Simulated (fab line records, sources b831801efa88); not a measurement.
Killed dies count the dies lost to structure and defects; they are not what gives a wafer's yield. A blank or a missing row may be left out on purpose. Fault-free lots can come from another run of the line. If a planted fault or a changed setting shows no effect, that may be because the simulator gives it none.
8D (eight disciplines) problem report, filled in by code	flow sky130	the parts of the form that need people (team, actions taken, sign-off) are left out

== 1. PROBLEM STATEMENT ==
Mean NWELL_TW at SKY_NWELL_TW_MEAS_15: 3641 over 9 wafers in 3 lots; fault-free wafers: 1824, standard deviation 9.4. So: +99 or more standard deviations from the usual mean.
The first sign was on wafer L234.1 at day 7 06:20, on film_metro-01. Wafers with a number at this step in the record: 33, from 11 lots. Rule for "out" (also "out of limits"): further than 4 standard deviations from the usual mean. Any other wafer with a number is counted as sound.

== 2. WHAT IT IS, AND WHAT IT ISN'T ==
question	is	is not
which readings at this step	NWELL_TW	-
which lots	L234, L235, L237	L226, L228, L233, L238, L241, L242, L243, L246
which wafers of those lots	all that have a number	-
read on which gauges	film_metro-01, film_metro-02	film_metro-04
when	from day 7 06:20	up to then (9 sound wafers); but 15 sound wafers of L238, L241, L242, L243, L246 came after

== 3. SUSPECTS, AND WHAT RULES EACH OUT ==
Counting: a tool at a process step up to the reading stays a suspect if it ran every lot that is out and no sound lot after the first of them.
- the gauge at SKY_NWELL_TW_MEAS_15: ruled out. Those wafers that are out were read across 2 gauges (film_metro-01, film_metro-02).
- implanter-01 at SKY_NWELL_IMPLANT_11: kept. All lots that are out passed through it, beginning with L234 at day 7 05:47, and no sound lot followed; its final sound lot before that point was L233 at day 6 22:49. On those wafers its own readings are out: beam_on_s, dose_ions_cm2, faraday_current_uA.
The count leaves implanter-01 at SKY_NWELL_IMPLANT_11.

== 4. THE CAUSE (what the simulator had put in) ==
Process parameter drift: implanter-01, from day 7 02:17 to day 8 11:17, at SKY_NWELL_IMPLANT_11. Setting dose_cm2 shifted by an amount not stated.
This tool alone remained once counting was done.

== 5. THE EFFECT CHAIN, in route order ==
Each row: a reading where the mean over the struck wafers with a number is more than 3 standard deviations away from the usual. Scope: only readings with a usual standard deviation given in the record; hours: median across lots of the time from each lot's start at the first step in this table that gives one to its start at this step; sigmas: change in usual standard deviations.
hours	step	reading	usual	on struck wafers	change	sigmas
0	SKY_NWELL_IMPLANT_11	beam_on_s	10.01 s	68.12	+58.11	+99 or more
0	SKY_NWELL_IMPLANT_11	dose_ions_cm2	1.9002e+13	1.7406e+14	+1.5506e+14	+99 or more
0	SKY_NWELL_IMPLANT_11	faraday_current_uA	107.0	144.2	+37.2	+17
1	SKY_NWELL_TW_MEAS_15	NWELL_TW	1824	3641	+1817	+99 or more
21	SKY_NWELL_RS_MEAS_29	NWELL_RS	625.5 ohm/sq	180.2	-445.3	-99 or more
Process steps it contains:
- SKY_NWELL_IMPLANT_11
Later measuring or inspecting steps at which every struck wafer that the step has a row for has a number for every such reading, and none has moved that far: SKY_VT_ADJUST_NCORE_CD_MEAS_07.

== 6. WHAT WOULD HAVE CAUGHT IT SOONER ==
The first out-of-limits reading at a measuring or inspecting step in this record came at day 7 06:20, 4 hours after the fault's start at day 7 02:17.
Tool's own readings at SKY_NWELL_IMPLANT_11, beam_on_s, dose_ions_cm2, faraday_current_uA: out on all struck wafers the step has rows for; an alarm limit on them would have tripped on the first.
L235, L237, from the lots that are out (3), started SKY_NWELL_IMPLANT_11 on implanter-01 later than day 7 06:20. A hold on the tool at that time would have spared those 2.
